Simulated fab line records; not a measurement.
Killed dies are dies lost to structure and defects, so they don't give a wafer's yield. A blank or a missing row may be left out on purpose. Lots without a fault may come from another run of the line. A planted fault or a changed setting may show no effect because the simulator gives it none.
Lot-split experiment | flow sky130 | route with 708 steps; 5 lots, 23 wafers read

== ON THE SPLIT ==
At SKY_FIELD_ISO_ETCH_14 (etches BARC in N2/H2, stops on SiO2, time 45.9 s, target depth 60 nm), the setting timeS was moved away from the recipe's 45.9 s on 7 of the 23 wafers read, by -12.7% to +13.4%. This setting was run at the recipe's value on the other wafers.

Reading taken at the split's own step.

== THE READING ==
KrF-thick_of_FIELD_ISO_COAT_08.thkNm (the simulator's own value, which no gauge read), in nm, at SKY_FIELD_ISO_ETCH_14 (etches BARC in N2/H2, stops on SiO2, time 45.9 s, target depth 60 nm). No usual value for it is given in the file. Here, 16 wafers ran the recipe; their average is 389.6 nm with a standard deviation of 1.1 nm.

wafer  | tool, chamber at the split | timeS as run, s | against the recipe | KrF-thick_of_FIELD_ISO_COAT_08.thkNm, nm | against lot-mates on the recipe
L076.2 | rieDiel-03, 3              | 45.9            | recipe             | 390                                      | -
L076.3 | rieDiel-03, 2              | 45.9            | recipe             | 389.9                                    | -
L076.4 | rieDiel-03, 1              | 52.03           | +13.4%             | 383.8                                    | -6.1
L076.5 | rieDiel-03, 1              | 52.03           | +13.4%             | 383.2                                    | -6.7
L076.6 | rieDiel-03, 2              | 45.9            | recipe             | 389.7                                    | -
L080.1 | rieDiel-02, 0              | 45.9            | recipe             | 388.8                                    | -
L080.3 | rieDiel-02, 2              | 45.9            | recipe             | 389.1                                    | -
L080.4 | rieDiel-02, 1              | 45.9            | recipe             | 389.3                                    | -
L080.5 | rieDiel-02, 0              | 45.9            | recipe             | 389.9                                    | -
L080.6 | rieDiel-02, 1              | 45.9            | recipe             | 390.5                                    | -
L081.1 | rieDiel-03, 3              | 45.9            | recipe             | 389.1                                    | -
L081.2 | rieDiel-03, 2              | 49.11           | +7.0%              | 385.7                                    | -3.1
L081.3 | rieDiel-03, 1              | 45.9            | recipe             | 388.1                                    | -
L081.4 | rieDiel-03, 0              | 49.11           | +7.0%              | 384.4                                    | -4.4
L081.6 | rieDiel-03, 1              | 45.9            | recipe             | 389.1                                    | -
L082.1 | rieDiel-02, 1              | 45.9            | recipe             | 390.7                                    | -
L082.2 | rieDiel-02, 2              | 45.9            | recipe             | 392.2                                    | -
L082.4 | rieDiel-02, 2              | 40.05           | -12.7%             | 395                                      | +3.6
L082.5 | rieDiel-02, 3              | 40.05           | -12.7%             | 394.6                                    | +3.2
L082.6 | rieDiel-02, 1              | 40.05           | -12.7%             | 395.7                                    | +4.2
L084.3 | rieDiel-02, 2              | 45.9            | recipe             | 389.3                                    | -
L084.5 | rieDiel-02, 0              | 45.9            | recipe             | 390.1                                    | -
L084.6 | rieDiel-02, 3              | 45.9            | recipe             | 387.4                                    | -

FIT RESULTS
A straight line over all 23 wafers: KrF-thick_of_FIELD_ISO_COAT_08.thkNm changes by -0.463 nm for each +1% of timeS; r = -0.95; the points scatter about the line by 1 nm.
The same after taking each lot's own level away (the mean of its wafers on the recipe; 23 wafers): -0.383 nm for each +1%; r = -0.95; scatter 0.87 nm.
Per that fit: largest timeS move, reading shift of 5.1 nm.
The span of the lots' own levels, 388.77 to 391.45 nm, comes to 2.5 times the standard deviation stated above.
Thus the slope moves with the lot-to-lot level: the two fits are different.
Check: -5.3 nm against its lot-mates is what the line predicts for one of the wafers moved furthest among these (+13.4%) when that wafer is left out of the fit. It came out at -6.07 nm against them.

== FURTHER SPLITS ON THESE WAFERS ==
Before the reading, these wafers also passed through other splits. Each is held against what the fit with the lots' levels taken away leaves over:
other split on the same wafers | wafers away from the commonest value | r with KrF-thick_of_FIELD_ISO_COAT_08.thkNm (lot level and that fit taken away)
SKY_FIELD_ISO_CVD_03 tempC     | 18                                   | +0.32
SKY_FIELD_ISO_EXPOSE_10 doseMj | 5                                    | +0.12

== THE FILE'S OWN FIT ==
KrF-thick_of_FIELD_ISO_COAT_08.thkNm changes by -0.405 nm for each +1% of timeS, r = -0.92.
